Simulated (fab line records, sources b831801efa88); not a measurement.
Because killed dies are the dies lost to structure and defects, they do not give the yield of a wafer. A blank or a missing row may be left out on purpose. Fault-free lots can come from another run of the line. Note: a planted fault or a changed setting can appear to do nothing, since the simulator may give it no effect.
Chamber matching || flow sfq line || SFQ_TRILAYER_I4_CMP_CMP_100 on cmp-02: 4 sister chambers
The step polishes SiO2. 15 wafers are shown with their chamber, then 7 later ones without.

== WAFERS PAIRED WITH THEIR CHAMBERS ==
{"wafer": "L599.1", "chamber": 1, "motor current A (A)": 11.7, "time to endpoint s (s)": 200}
{"wafer": "L599.5", "chamber": 0, "motor current A (A)": 8.5, "time to endpoint s (s)": 215}
{"wafer": "L599.6", "chamber": 3, "motor current A (A)": 9.4, "time to endpoint s (s)": 217}
{"wafer": "L601.2", "chamber": 3, "motor current A (A)": 9.1, "time to endpoint s (s)": 216}
{"wafer": "L601.3", "chamber": 2, "motor current A (A)": 11.1, "time to endpoint s (s)": 216}
{"wafer": "L601.4", "chamber": 0, "motor current A (A)": 8.8, "time to endpoint s (s)": 216}
{"wafer": "L605.3", "chamber": 2, "motor current A (A)": 11.3, "time to endpoint s (s)": 239}
{"wafer": "L612.2", "chamber": 2, "motor current A (A)": 11.0, "time to endpoint s (s)": 204}
{"wafer": "L612.1", "chamber": 1, "motor current A (A)": 11.8, "time to endpoint s (s)": 208}
{"wafer": "L612.4", "chamber": 0, "motor current A (A)": 9.0, "time to endpoint s (s)": 216}
{"wafer": "L618.1", "chamber": 3, "motor current A (A)": 9.3, "time to endpoint s (s)": 213}
{"wafer": "L618.3", "chamber": 2, "motor current A (A)": 11.2, "time to endpoint s (s)": 204}
{"wafer": "L618.6", "chamber": 1, "motor current A (A)": 11.5, "time to endpoint s (s)": 212}
{"wafer": "L619.3", "chamber": 1, "motor current A (A)": 11.4, "time to endpoint s (s)": 206}
{"wafer": "L619.5", "chamber": 0, "motor current A (A)": 8.8, "time to endpoint s (s)": 213}

SIGNATURES (averages over the wafers above)
{"reading": "motor current A", "chamber 0": 8.775, "chamber 1": 11.600, "chamber 2": 11.150, "chamber 3": 9.267, "scatter within a chamber": 0.172}
{"reading": "time to endpoint s", "chamber 0": 215.00, "chamber 1": 206.50, "chamber 2": 215.75, "chamber 3": 215.33, "scatter within a chamber": 9.08}
Rule: a wafer's distance from a chamber is the root of the sum, over the readings, of the square of ((its reading less the chamber's mean) divided by the reading's scatter). The wafer belongs to the nearest chamber; if the next one is less than 2 further off, it can't be placed. The scatter: the root of (the sum of the squares of (reading less its chamber's mean) over the shown wafers, divided by (wafers less chambers)).

== WAFERS WITH NO CHAMBER GIVEN ==
{"wafer": "L619.6", "motor current A (A)": 9.2, "time to endpoint s (s)": 212}
{"wafer": "L621.4", "motor current A (A)": 9.1, "time to endpoint s (s)": 222}
{"wafer": "L621.5", "motor current A (A)": 11.5, "time to endpoint s (s)": 218}
{"wafer": "L621.6", "motor current A (A)": 9.7, "time to endpoint s (s)": 219}
{"wafer": "L622.2", "motor current A (A)": 11.5, "time to endpoint s (s)": 214}
{"wafer": "L622.5", "motor current A (A)": 9.4, "time to endpoint s (s)": 215}
{"wafer": "L622.6", "motor current A (A)": 10.6, "time to endpoint s (s)": 225}

== THE CHAMBER EACH PASSED THROUGH ==
{"wafer": "L619.6", "from the rows above": "can't be placed: 3 or 0", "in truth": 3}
{"wafer": "L621.4", "from the rows above": "can't be placed: 3 or 0", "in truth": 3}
{"wafer": "L621.5", "from the rows above": "can't be placed: 1 or 2", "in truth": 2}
{"wafer": "L621.6", "from the rows above": 3, "in truth": 3}
{"wafer": "L622.2", "from the rows above": "can't be placed: 1 or 2", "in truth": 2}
{"wafer": "L622.5", "from the rows above": 3, "in truth": 3}
{"wafer": "L622.6", "from the rows above": 2, "in truth": 2}
Correctly placed: 3 of 7. Unplaceable from these rows: 4, with the true chamber sitting among the candidates in 4. 0 placed wrongly.
